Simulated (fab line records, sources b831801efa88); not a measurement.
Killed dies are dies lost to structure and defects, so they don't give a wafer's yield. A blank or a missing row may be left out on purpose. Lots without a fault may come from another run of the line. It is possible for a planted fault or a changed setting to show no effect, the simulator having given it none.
Comparing a struck lot with a sound one	flow gf180mcu	17 out of 602 route steps
Sound: wafers L368.3, L368.5, L368.6. Struck: wafer L375.1 (left out: L375.3, L375.5 of the same lot, which were not struck); the cause appears at the end.
At each step with rows: each side's tool, then ch and its chambers, then its first start. Under that, the readings that differ: sound wafers	struck wafers	difference of the means	sigmas: that difference in standard deviations of wafers without a fault.
alike: a reading whose means differ by less than 2 such deviations, as well as words and numbers matching on both sides. not compared: withheld readings; readings where some wafer has no value; bounds like >300 that might hide an equal value; numbers whose values overlap and for which the record gives no deviation.
Wherever a step has rows on one side only, a row that says differs or no value, or a row with sigmas, the two part there. Numbers that have no deviation but don't overlap get no sigmas and don't part them. A reading that every wafer of one side lacks parts them only if that side has two wafers or more.

first, 3 steps without rows for these wafers: GF_V2_EXPOSE_11 (exposes mask Via2, target cd 260 nm); GF_V2_PEB_12 (peb time 90 s); GF_V2_DEVELOP_13 (develop time 60 s).
GF_V2_CD_MEAS_14: target cd 260 nm.
  sound on cd_sem-02, day 22 12:28; struck on cd_sem-01, day 25 05:17
  alike: cd_nm
GF_V2_OVL_MEAS_15:
  sound on overlay-02, day 22 12:33; struck on overlay-02, day 25 05:25
reading	sound	struck	difference	sigmas
V2_OVL (nm)	-1 -4 -2	-16	-14	-2
GF_V2_ETCH_16: etches BARC in N2/H2.
  sound on rie_diel-03 ch 1,2,3, day 22 12:35; struck on rie_diel-03 ch 2, day 25 05:27
  alike: chamber_pressure_mTorr, drypump_motor_current_A, oes_product_au, throttle_valve_pct
then, 1 step without rows for these wafers: GF_V2_ETCH_17 (etches SiO2 in C4F8/O2/Ar, stops on TiN, target depth 630 nm).
GF_V2_STRIP_18: strips in O2/N2.
  sound on plasma_asher-04 ch 0,1, day 22 12:44; struck on plasma_asher-01 ch 0, day 25 05:35
reading	sound	struck	difference	sigmas
rf_hours_counter_h (h)	- - -	102	no value on the sound wafers	
  alike: chamber_pressure_mTorr, drypump_motor_current_A, heater_power_w, oes_product_au, platen_temp_c
then, 2 steps without rows for these wafers: GF_V2_STRIP_19 (strips in post etch residue remover, time 1200 s); GF_V2_CLEAN_20 (cleans in DIW).
GF_V2_SPUTTER_21: material Ti, target thk 15 nm, time 80.02 s.
  sound on pvd_sputter-01, day 22 13:14; struck on pvd_sputter-04, day 25 06:07
  alike: throttle_valve_pct
GF_V2_SPUTTER_22: material TiN, target thk 10 nm, time 40 s.
  sound on pvd_sputter-01, day 22 13:18; struck on pvd_sputter-04, day 25 06:10
  alike: throttle_valve_pct
GF_V2_CVD_23: deposits W, target thk 350 nm, time 104.94 s.
  sound on cvd_w-01 ch 0,1, day 22 13:23; struck on cvd_w-02 ch 0, day 25 06:13
reading	sound	struck	difference	sigmas
model.W_of_V2_CVD_23.thk_nm (nm)	349.9 349.3 345.4	372.9	+24.7	
  alike: heater_power_w
GF_V2_RS_MEAS_24: measurement is done with a four-point probe.
  sound on film_metro-04, day 22 13:29; struck on film_metro-04, day 25 06:20
reading	sound	struck	difference	sigmas
V2_W_RS (ohm/sq)	0.328 0.328 0.332	0.308	-0.021	-7
GF_V2_THK_MEAS_25: measures by xrf.
  sound on film_metro-04, day 22 13:35; struck on film_metro-04, day 25 06:27
reading	sound	struck	difference	sigmas
V2_W_THK (nm)	361 363 356	379	+19	+3
GF_V2_CMP_26: polishes, stops on SiO2, t overpolish 15 s, target thk 0 nm.
  sound on cmp-01 ch 0,1,2, day 22 13:44; struck on cmp-02 ch 0, day 25 06:34
reading	sound	struck	difference	sigmas
time_to_endpoint_s (s)	81 85 82	92	+9	+3
  alike: motor_current_A
-- the record jumps here: 8 days lie between the struck wafers' starts before and after (it left off in module V2 and takes up again in module PASSIVATION, whose first step shown is number 602 of the route) --
GF_PASSIVATION_PROBE_99:
  only the struck wafers here have rows in the record (prober-01, day 32 21:09); the sound ones have none

== WHERE THEY PART ==
First at GF_V2_OVL_MEAS_15; last, within this record, at GF_PASSIVATION_PROBE_99.

WHY: whatever the simulator had introduced
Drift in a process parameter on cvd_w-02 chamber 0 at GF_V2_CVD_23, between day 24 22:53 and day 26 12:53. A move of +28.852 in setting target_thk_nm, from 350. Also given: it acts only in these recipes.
